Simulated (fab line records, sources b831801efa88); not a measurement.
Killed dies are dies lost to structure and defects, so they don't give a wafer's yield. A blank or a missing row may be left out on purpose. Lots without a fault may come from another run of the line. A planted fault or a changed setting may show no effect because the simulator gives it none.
Which tool did it? | flow gf180mcu | 7 lots, 21 wafers sampled, at 2 steps of a route of 602

WHAT THE GAUGES READ, wafer by wafer
GF_HV_LDD_TW_MEAS_11.
lot  | measured     | on            | HV_LDD_TW
L440 | day 11 02:38 | film_metro-01 | 2409 2422 2414
L442 | day 11 20:12 | film_metro-01 | 2408 2416 2397
L445 | day 12 22:55 | film_metro-04 | 2431 2438 2433
L450 | day 14 06:32 | film_metro-04 | 30 30 30
L452 | day 14 19:59 | film_metro-01 | 30 30 30
L456 | day 16 01:15 | film_metro-01 | 2410 2398 2412
L459 | day 16 22:30 | film_metro-01 | 2410 2412 2398

WHICH TOOL RAN EACH LOT (tool, then ch and the chambers of the sampled wafers, then the start)
lot  | GF_HV_LDD_IMPLANT_09
L440 | implanter-02 ch 0, day 11 02:25
L442 | implanter-03 ch 0, day 11 19:59
L445 | implanter-01 ch 0, day 12 22:43
L450 | implanter-03, day 14 06:17
L452 | implanter-01, day 14 19:44
L456 | implanter-03 ch 0, day 16 01:03
L459 | implanter-01 ch 0, day 16 22:16
- GF_HV_LDD_IMPLANT_09

THE ANSWER, worked out from the rows above alone
Rule: what is usual is taken from the lots themselves. Put in order of their means at a reading, lots are off if they are a third of the lots or fewer, leave a main group of 4 or more, and stand apart from it by a gap of 3 or more times the standard deviation of the main group's means; of several such gaps the widest counts. A main group whose means are all the same, to the digits that the tables above print for the reading, isn't used. A lot without any number at a reading at which 4 lots or more have one is off too. The other lots that the step has rows for count as sound.
Off: L450, L452, at GF_HV_LDD_TW_MEAS_11 (HV_LDD_TW). The main group: mean 2414, standard deviation 11.
A tool fits if, at a process step before that reading, it ran every lot that is off, and no sound lot after the first of them. The gauges at GF_HV_LDD_TW_MEAS_11 are tried like those tools. None of those tried fits.

WHAT THE SIMULATOR HAD PUT IN
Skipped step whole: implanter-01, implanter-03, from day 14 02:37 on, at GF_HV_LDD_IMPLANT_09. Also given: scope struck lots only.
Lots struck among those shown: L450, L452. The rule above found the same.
